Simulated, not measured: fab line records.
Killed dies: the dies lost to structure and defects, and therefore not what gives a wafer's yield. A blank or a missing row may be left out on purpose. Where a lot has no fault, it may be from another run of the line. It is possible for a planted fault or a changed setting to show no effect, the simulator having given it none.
fab line records	flow sky130
record lots=11	wafers=33	last_day=50
route steps=708 shown LDD_HVP@285 SD_N@349 SD_P@359 RES_XHIGH@360 LI_CONTACT@386
lots that met no fault: taken from a fault-free run of the same line
start_h: start of the lot's first displayed wafer, in hours after the record's first day	wait_h: time in hours since the lot's previous step	" unchanged from the row above	L1.1+2: a row that stands for several wafers	- no value, or no start was given	* or withheld: withheld	< > ~ a bound
route shown NAME@n: NAME is a module with steps in the file, n the number in the route of the first one	usual: mean/standard deviation taken from wafers without a fault	same: alike in all rows	chamber/n: place in a boat	sites: each site's reading	_std_site: the standard deviation of these	_edge_site: the outer-site mean with the inner-site mean subtracted	radius_mm: for every site, how far away it sits from the centre of the wafer	mask NAME#n: copy n	behind: the most recent tool/chamber to have shaped the wafer	hold: why the lot was held/for how many hours/how that ended	device: transistor that didn't switch, given as n, p or np	end of line: tests of these same wafers at the route's end	a step without rows: its recipe alone	killed: dies that structure and defects cost at the first sort, which is not the same as the wafer's yield	map: shows each die of a wafer: x if killed, . if not, _ if none is there
set.NAME: the setting the step ran with; set.NAME@STEP: the setting that earlier step ran with	model.NAME: the simulator's own value behind a step, which no gauge read
one table for each step of the route and one row for each wafer, over a sample of lots
services: the hour from which a tool's chamber was out of use, counted from the record's first day as start_h (under 0 if before that day), plus the number of hours and why
## steps
# step SKY_LDD_HVP_OVL_MEAS_07
# usual LDD_HVP_OVL=0.1/1.5
lot.wafer	tool	chamber	start_h	wait_h	LDD_HVP_OVL[nm]
L494.2	overlay-01	-	496.85	0.1	-3.0
L494.3	"	-	"	"	-2.7
L494.4	"	-	"	"	0.2
L496.2	overlay-02	-	511.90	0.1	0.7
L496.5	"	-	"	"	-1.7
L496.6	"	-	"	"	1.4
L499.1	overlay-01	-	525.60	0.1	1.6
L499.2	"	-	"	"	1.0
L499.3	"	-	"	"	-0.2
L500.1	overlay-01	-	544.80	0.1	-0.6
L500.3	"	-	"	"	-1.0
L500.4	"	-	"	"	-2.1
L502.2	overlay-02	-	559.80	0.1	1.4
L502.4	"	-	"	"	0.6
L502.6	"	-	"	"	2.8
L503.3	overlay-01	-	572.86	0.1	-2.0
L503.4	"	-	"	"	-1.4
L503.5	"	-	"	"	-1.8
L512.1	overlay-02	-	644.19	0.1	2.2
L512.3	"	-	"	"	1.5
L512.5	"	-	"	"	1.3
L514.1	overlay-02	-	669.19	0.1	1.2
L514.5	"	-	"	"	-0.9
L514.6	"	-	"	"	1.1
L515.3	overlay-02	-	673.07	0.1	2.0
L515.4	"	-	"	"	3.3
L515.6	"	-	"	"	2.4
L516.3	overlay-01	-	680.71	0.1	-1.4
L516.4	"	-	"	"	0.5
L516.6	"	-	"	"	-2.6
L517.2	overlay-01	-	687.61	0.1	-1.7
L517.3	"	-	"	"	1.2
L517.5	"	-	"	"	-0.5
# step SKY_SD_N_CD_MEAS_07
# recipe target_cd_nm=380
# usual cd_nm=380.3/2.7
lot.wafer	tool	chamber	start_h	wait_h	cd_nm
L494.2	cd_sem-01	-	648.87	0.1	379.7
L494.3	"	-	"	"	376.8
L494.4	"	-	"	"	380.7
L496.2	cd_sem-02	-	664.62	0.1	378.3
L496.5	"	-	"	"	378.7
L496.6	"	-	"	"	378.6
L499.1	cd_sem-02	-	675.05	0.1	380.4
L499.2	"	-	"	"	380.5
L499.3	"	-	"	"	379.6
L500.1	cd_sem-02	-	691.50	0.1	378.8
L500.3	"	-	"	"	380.5
L500.4	"	-	"	"	379.5
L502.2	cd_sem-02	-	706.94	0.1	382.8
L502.4	"	-	"	"	380.5
L502.6	"	-	"	"	381.2
L503.3	cd_sem-01	-	714.14	0.1	379.5
L503.4	"	-	"	"	378.6
L503.5	"	-	"	"	379.9
L512.1	cd_sem-02	-	779.82	0.1	378.9
L512.3	"	-	"	"	378.9
L512.5	"	-	"	"	380.0
L514.1	cd_sem-02	-	804.85	0.1	379.6
L514.5	"	-	"	"	380.7
L514.6	"	-	"	"	377.8
L515.3	cd_sem-01	-	806.54	0.1	378.2
L515.4	"	-	"	"	379.7
L515.6	"	-	"	"	382.0
L516.3	cd_sem-02	-	816.64	0.1	384.3
L516.4	"	-	"	"	381.6
L516.6	"	-	"	"	383.2
L517.2	cd_sem-02	-	828.27	0.1	380.3
L517.3	"	-	"	"	380.0
L517.5	"	-	"	"	379.3
# step SKY_SD_N_RTA_14
# recipe temp_c=1075	time_s=2	idle_temp_c=650	ramp_up_c_per_s=150	ramp_down_c_per_s=90	ambient=N2
# usual lamp_power_pct=15.73/0.055	wafer_temp_C_max=1078.0/1.2
lot.wafer	tool	chamber	start_h	wait_h	lamp_power_pct	wafer_temp_C_max
L494.2	rtp_anneal-02	0	649.53	0.0	15.77	1077.1
L494.3	"	0	"	"	15.80	1078.7
L494.4	"	0	"	"	15.72	1075.2
L496.2	rtp_anneal-02	0	665.28	0.0	15.83	1079.5
L496.5	"	0	"	"	15.67	1079.2
L496.6	"	0	"	"	15.67	1078.2
L499.1	rtp_anneal-02	0	675.72	0.0	15.64	1076.3
L499.2	"	0	"	"	15.65	1077.3
L499.3	"	0	"	"	15.68	1076.5
L500.1	rtp_anneal-02	0	692.19	0.0	16.73	1126.9
L500.3	"	0	"	"	16.77	1127.6
L500.4	"	0	"	"	16.76	1128.3
L502.2	rtp_anneal-02	0	707.60	0.0	16.74	1124.7
L502.4	"	0	"	"	16.81	1128.5
L502.6	"	0	"	"	16.79	1126.6
L503.3	rtp_anneal-01	0	714.79	0.0	15.77	1077.5
L503.4	"	0	"	"	15.74	1081.2
L503.5	"	0	"	"	15.81	1077.2
L512.1	rtp_anneal-02	0	780.49	0.0	15.76	1078.8
L512.3	"	0	"	"	15.82	1078.3
L512.5	"	0	"	"	15.87	1076.7
L514.1	rtp_anneal-02	0	805.82	0.0	15.77	1078.2
L514.5	"	0	"	"	15.68	1078.9
L514.6	"	0	"	"	15.70	1076.1
L515.3	rtp_anneal-01	0	807.19	0.0	15.70	1076.6
L515.4	"	0	"	"	15.81	1076.1
L515.6	"	0	"	"	15.67	1080.0
L516.3	rtp_anneal-02	0	817.29	0.0	15.74	1078.6
L516.4	"	0	"	"	15.80	1077.5
L516.6	"	0	"	"	15.78	1076.9
L517.2	rtp_anneal-02	0	828.93	0.0	15.71	1077.1
L517.3	"	0	"	"	15.71	1078.2
L517.5	"	0	"	"	15.75	1077.8
# step SKY_SD_N_RS_MEAS_16
# recipe thk_meas_gauge=four-point-probe
# usual SD_N_RS=68.52/0.17
lot.wafer	tool	chamber	start_h	wait_h	SD_N_RS[ohm/sq]
L494.2	film_metro-04	-	649.71	0.1	68.40
L494.3	"	-	"	"	68.58
L494.4	"	-	"	"	68.53
L496.2	film_metro-02	-	665.46	0.1	68.37
L496.5	"	-	"	"	68.36
L496.6	"	-	"	"	68.36
L499.1	film_metro-04	-	675.90	0.1	68.69
L499.2	"	-	"	"	68.53
L499.3	"	-	"	"	68.58
L500.1	film_metro-03	-	692.37	0.1	59.71
L500.3	"	-	"	"	59.79
L500.4	"	-	"	"	59.72
L502.2	film_metro-04	-	707.83	0.1	59.78
L502.4	"	-	"	"	59.77
L502.6	"	-	"	"	59.72
L503.3	film_metro-04	-	714.98	0.1	68.46
L503.4	"	-	"	"	68.57
L503.5	"	-	"	"	68.57
L512.1	film_metro-04	-	780.66	0.1	68.61
L512.3	"	-	"	"	68.70
L512.5	"	-	"	"	68.86
L514.1	film_metro-02	-	805.99	0.1	68.44
L514.5	"	-	"	"	68.31
L514.6	"	-	"	"	68.36
L515.3	film_metro-02	-	807.38	0.1	68.45
L515.4	"	-	"	"	68.07
L515.6	"	-	"	"	68.37
L516.3	film_metro-04	-	817.48	0.1	68.71
L516.4	"	-	"	"	68.59
L516.6	"	-	"	"	68.65
L517.2	film_metro-04	-	829.12	0.1	68.65
L517.3	"	-	"	"	68.70
L517.5	"	-	"	"	68.63
# step SKY_SD_N_RS_MEAS_17
# recipe thk_meas_gauge=four-point-probe
# usual SD_P_RS=147.0/0.47
lot.wafer	tool	chamber	start_h	wait_h	SD_P_RS[ohm/sq]
L494.2	film_metro-04	-	649.83	0.1	146.8
L494.3	"	-	"	"	147.1
L494.4	"	-	"	"	146.8
L496.2	film_metro-02	-	665.58	0.1	146.7
L496.5	"	-	"	"	146.7
L496.6	"	-	"	"	147.0
L499.1	film_metro-04	-	676.02	0.1	146.9
L499.2	"	-	"	"	146.8
L499.3	"	-	"	"	146.9
L500.1	film_metro-03	-	692.49	0.1	104.5
L500.3	"	-	"	"	104.5
L500.4	"	-	"	"	104.7
L502.2	film_metro-04	-	707.95	0.1	104.8
L502.4	"	-	"	"	104.4
L502.6	"	-	"	"	104.8
L503.3	film_metro-04	-	715.10	0.1	147.3
L503.4	"	-	"	"	147.0
L503.5	"	-	"	"	146.7
L512.1	film_metro-04	-	780.78	0.1	147.6
L512.3	"	-	"	"	147.6
L512.5	"	-	"	"	147.7
L514.1	film_metro-02	-	806.11	0.1	146.6
L514.5	"	-	"	"	146.1
L514.6	"	-	"	"	146.0
L515.3	film_metro-02	-	807.50	0.1	146.5
L515.4	"	-	"	"	146.5
L515.6	"	-	"	"	146.8
L516.3	film_metro-04	-	817.60	0.1	147.0
L516.4	"	-	"	"	147.4
L516.6	"	-	"	"	147.0
L517.2	film_metro-04	-	829.24	0.1	147.4
L517.3	"	-	"	"	147.2
L517.5	"	-	"	"	147.9
# step SKY_SD_N_RS_MEAS_18
# recipe thk_meas_gauge=four-point-probe
# usual RES_XHIGH_RS=333.2/1.5
lot.wafer	tool	chamber	start_h	wait_h	RES_XHIGH_RS[ohm/sq]
L494.2	film_metro-04	-	649.95	0.1	333.8
L494.3	"	-	"	"	334.1
L494.4	"	-	"	"	333.6
L496.2	film_metro-02	-	665.70	0.1	332.6
L496.5	"	-	"	"	332.5
L496.6	"	-	"	"	332.8
L499.1	film_metro-04	-	676.14	0.1	332.3
L499.2	"	-	"	"	332.9
L499.3	"	-	"	"	333.4
L500.1	film_metro-03	-	692.61	0.1	329.0
L500.3	"	-	"	"	328.7
L500.4	"	-	"	"	328.7
L502.2	film_metro-04	-	708.07	0.1	328.8
L502.4	"	-	"	"	328.9
L502.6	"	-	"	"	329.3
L503.3	film_metro-04	-	715.22	0.1	332.3
L503.4	"	-	"	"	333.5
L503.5	"	-	"	"	331.7
L512.1	film_metro-04	-	780.90	0.1	335.1
L512.3	"	-	"	"	334.5
L512.5	"	-	"	"	334.3
L514.1	film_metro-02	-	806.23	0.1	331.2
L514.5	"	-	"	"	330.9
L514.6	"	-	"	"	331.9
L515.3	film_metro-02	-	807.62	0.1	332.3
L515.4	"	-	"	"	332.7
L515.6	"	-	"	"	330.9
L516.3	film_metro-04	-	817.72	0.1	333.7
L516.4	"	-	"	"	334.7
L516.6	"	-	"	"	333.7
L517.2	film_metro-04	-	829.36	0.1	332.8
L517.3	"	-	"	"	333.9
L517.5	"	-	"	"	333.9
# step SKY_LI_CONTACT_CMP_24
# recipe stop_on=PSG	t_overpolish_s=20	down_force_psi=3.5	platen_rpm=60	target_thk_nm=0	pad_velocity_m_s=0.94248
# usual motor_current_A=11.1/0.89	overpolish_run_s=20.000/0.0089	platen_rpm=60.00/0.038	time_to_endpoint_s=94/4
# same t_overpolish_s=20
lot.wafer	tool	chamber	start_h	wait_h	motor_current_A	overpolish_run_s	platen_rpm	time_to_endpoint_s
L494.3	cmp-02	1	678.72	0.0	12.1	19.991	60.01	91
L494.4	"	2	"	"	10.2	20.014	59.94	90
L494.2	"	3	"	"	11.7	19.990	59.97	88
L496.2	cmp-02	0	695.33	0.0	10.0	19.999	59.96	101
L496.5	"	0	"	"	9.6	19.990	59.99	99
L496.6	"	1	"	"	12.4	19.983	60.00	95
L499.1	cmp-02	0	703.79	0.1	10.5	19.999	59.98	97
L499.2	"	1	"	"	11.8	19.996	59.94	98
L499.3	"	3	"	"	12.1	20.001	59.97	96
L500.1	cmp-01	2	720.29	0.1	12.2	19.998	60.02	98
L500.3	"	3	"	"	12.1	19.980	60.01	93
L500.4	"	0	"	"	10.2	19.997	59.99	97
L502.2	cmp-02	1	736.29	0.1	10.8	20.007	59.97	92
L502.4	"	2	"	"	10.7	19.986	59.97	94
L502.6	"	3	"	"	11.8	20.000	60.10	90
L503.3	cmp-01	0	743.80	0.0	9.7	20.007	60.05	99
L503.4	"	2	"	"	12.2	20.004	59.98	100
L503.5	"	1	"	"	12.0	19.994	60.00	90
L512.3	cmp-02	0	808.61	0.1	9.9	20.017	60.03	97
L512.1	"	1	"	"	12.4	20.012	60.05	96
L512.5	"	0	"	"	10.0	19.999	59.99	99
L514.1	cmp-01	1	835.34	0.1	11.7	19.999	59.94	94
L514.6	"	0	"	"	9.4	20.008	60.02	102
L514.5	"	1	"	"	11.1	19.986	59.99	92
L515.3	cmp-01	0	836.26	0.1	9.8	20.005	59.91	102
L515.4	"	2	"	"	12.1	19.990	60.00	96
L515.6	"	0	"	"	9.8	19.992	59.96	100
L516.3	cmp-02	2	846.04	0.1	10.5	20.017	60.00	89
L516.4	"	3	"	"	12.1	20.015	59.95	89
L516.6	"	1	"	"	11.4	19.994	60.05	92
L517.2	cmp-02	0	858.09	0.1	10.3	20.006	59.96	93
L517.3	"	1	"	"	12.0	20.004	60.05	92
L517.5	"	0	"	"	10.2	20.011	60.00	96
## services
tool	chamber	start_h	hours	kind
rtp_anneal-01	-	633.64	66.4	pm
cmp-02	-	671.51	4.1	repair
cmp-01	-	734.28	5.3	pm
cmp-02	-	744.15	4.0	pm
cmp-02	-	748.15	-	consumable_replace:conditioner
cmp-02	-	748.15	-	consumable_replace:pad
cmp-01	-	760.69	12.0	repair
cmp-01	-	761.54	5.8	repair
cmp-01	-	767.95	1.6	repair
cmp-01	-	779.22	39.5	repair
cmp-01	-	818.76	6.6	pm
cmp-02	-	825.40	4.7	pm
cmp-01	-	837.35	2.5	repair
cmp-02	-	854.77	0.2	repair
## key
first_sign step=SKY_SD_N_RTA_14	reading=wafer_temp_C_max	direction=up	sigmas=40	usual=*	struck=*
effect step=SKY_SD_N_RTA_14	reading=lamp_power_pct	direction=up	sigmas=19	usual=15.73	struck=16.77
effect step=SKY_SD_N_RS_MEAS_16	reading=SD_N_RS	direction=down	sigmas=52	usual=68.52	struck=59.75
effect step=SKY_SD_N_RS_MEAS_17	reading=SD_P_RS	direction=down	sigmas=90	usual=147.0	struck=104.6
effect step=SKY_SD_N_RS_MEAS_18	reading=RES_XHIGH_RS	direction=down	sigmas=2.9	usual=333.2	struck=328.9
met_at SKY_SD_N_RTA_14
struck_lots L500,L502
tester_left_out L500,L502
not_acting_at SKY_LDD_HVP_OVL_MEAS_07,SKY_SD_N_CD_MEAS_07,SKY_LI_CONTACT_CMP_24
onset_between 675.72 692.19
fault kind=process_parameter_drift	tool=rtp_anneal-02	chamber=-	onset_h=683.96	steps=SKY_SD_N_RTA_14	channel=temp_c	offset=*	shape=step	end_h=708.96	acts_in=*	stated=*
# tester_left_out: of these lots the tester's yield and bins aren't shown, on N5 and GAA mostly nor the transistor test; their killed dies are dies lost to structure and defects alone, not to doping, threshold or leakage, so they don't give the yield
